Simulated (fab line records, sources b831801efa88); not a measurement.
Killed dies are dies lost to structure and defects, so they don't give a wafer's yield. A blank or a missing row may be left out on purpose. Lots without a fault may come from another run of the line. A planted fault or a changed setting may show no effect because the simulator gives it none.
A struck lot beside a sound one | flow sky130 | 17 steps out of a route of 708
Sound: wafers L756.1, L756.2, L756.6. Struck: wafers L761.1, L761.5, L761.6. The cause comes at the end.
At each step with rows: each side's tool, then ch and its chambers, then its first start. Under that, the readings that differ: sound wafers | struck wafers | difference of the means | sigmas: that difference in standard deviations of wafers without a fault.
alike: readings whose means differ by less than 2 such deviations, and words and numbers that are the same on both sides. not compared: withheld readings, readings that some wafer has no value for, bounds like >300 that may hide the same value, and numbers for which the record gives no deviation and whose values overlap.
The two part at a step that has a row with sigmas, a row that says differs or no value, or rows on one side only. Numbers that don't overlap but have no deviation are shown without sigmas and don't part them. A reading that every wafer of one side lacks parts them only if that side has two wafers or more.

first, 1 step without rows for these wafers: SKY_LDD_N_IMPLANT_15.
SKY_LDD_N_STRIP_16: strips in O2/N2.
  sound on plasma_asher-02 ch 0,1, day 20 09:40; struck on plasma_asher-02 ch 0,1, day 22 03:34
  alike: drypump_motor_current_A, n2_flow_sccm, oes_product_au, strip_time_to_endpoint_s
  not compared: rf_hours_counter_h
SKY_LDD_N_TW_MEAS_17:
  sound on film_metro-01, day 20 09:46; struck on film_metro-01, day 22 03:40
  alike: LDD_N_TW
then, 7 steps without rows for these wafers: SKY_LDD_P_DEHYDRATE_00 (time 60 s); SKY_LDD_P_HMDS_01 (prime time 60 s); SKY_LDD_P_COAT_02 (resist thk 1140 nm); SKY_LDD_P_SOFTBAKE_03 (time 60 s); SKY_LDD_P_EXPOSE_04 (exposes mask PSDM, target cd 380 nm); SKY_LDD_P_PEB_05; SKY_LDD_P_DEVELOP_06 (develop time 57.27 s).
SKY_LDD_P_CD_MEAS_07: target cd 380 nm.
  sound on cd_sem-01, day 21 16:50; struck on cd_sem-01, day 23 09:55
  alike: cd_nm
SKY_LDD_P_OVL_MEAS_08:
  sound on overlay-01, day 21 16:58; struck on overlay-02, day 23 10:02
  alike: LDD_P_OVL
SKY_LDD_P_IMPLANT_09:
  sound on implanter-04 ch 0, day 21 16:59; struck on implanter-03 ch 0, day 23 18:26
  alike: dose_ions_cm2
SKY_LDD_P_STRIP_10: strips in O2/N2.
  sound on plasma_asher-01 ch 0,1, day 21 17:08; struck on plasma_asher-01 ch 0,1, day 23 18:35
  alike: drypump_motor_current_A, n2_flow_sccm, oes_product_au, strip_time_to_endpoint_s
  not compared: rf_hours_counter_h
SKY_LDD_P_TW_MEAS_11:
  sound on film_metro-03, day 21 17:14; struck on film_metro-01, day 23 18:41
  reading  | sound       | struck      | difference | sigmas
  LDD_P_TW | 628 631 630 | 799 792 799 | +167       | +34
then, 1 step without rows for these wafers: SKY_LDD_HVN_DEHYDRATE_00 (time 60 s).
-- the record jumps here: 25 days lie between the struck wafers' starts before and after (it left off in module LDD_HVN and takes up again in module PAD_OPEN, whose first step shown is number 708 of the route) --
SKY_PAD_OPEN_PROBE_99:
  sound on prober-02, day 47 09:38; struck on prober-02, day 48 18:04
  reading                                 | sound             | struck            | difference | sigmas
  model.etest.tip_p.rs_ohm_sq             | 6853 6923 6872    | 3920 3904 3941    | -2961      |
  model.etest.pfet_01v8.r_on_ohm_um       | 2858 2821 2899    | 2652 2706 2652    | -189       |
  model.etest.tip_p.rs_ohm_sq_range       | 110.9 175.7 200.7 | 109.2 97.7 60.59  | -73.3      |
  model.etest.pfet_01v8.drive_ua_um       | 195.6 199.9 195.3 | 217.8 211.2 219.1 | +19.1      |
  model.etest.pfet_01v8_hvt.drive_ua_um   | 146.1 148.6 144   | 164.4 161.4 163.9 | +17.0      |
  model.etest.sram_pfet_latch.drive_ua_um | 140.6 151 146.6   | 160.8 156 158.4   | +12.3      |
  model.etest.pfet_01v8_mvt.drive_ua_um   | 152.6 157.2 154   | 162.2 159.1 161.8 | +6.4       |
  model.etest.pfet_01v8_lvt.drive_ua_um   | 176.8 178.7 176.5 | 186.8 186.6 187.1 | +9.5       |
  alike: killed_at_M0_to_M3, killed_at_M4_up, killed_at_contacts, killed_at_front_end, killed_at_other, killed_dies, killed_open, killed_short

WHERE THEY PART
Only at SKY_LDD_P_TW_MEAS_11, within this record. Later steps at which nothing parts them and some readings are alike: SKY_PAD_OPEN_PROBE_99.

WHY: what the simulator had put in
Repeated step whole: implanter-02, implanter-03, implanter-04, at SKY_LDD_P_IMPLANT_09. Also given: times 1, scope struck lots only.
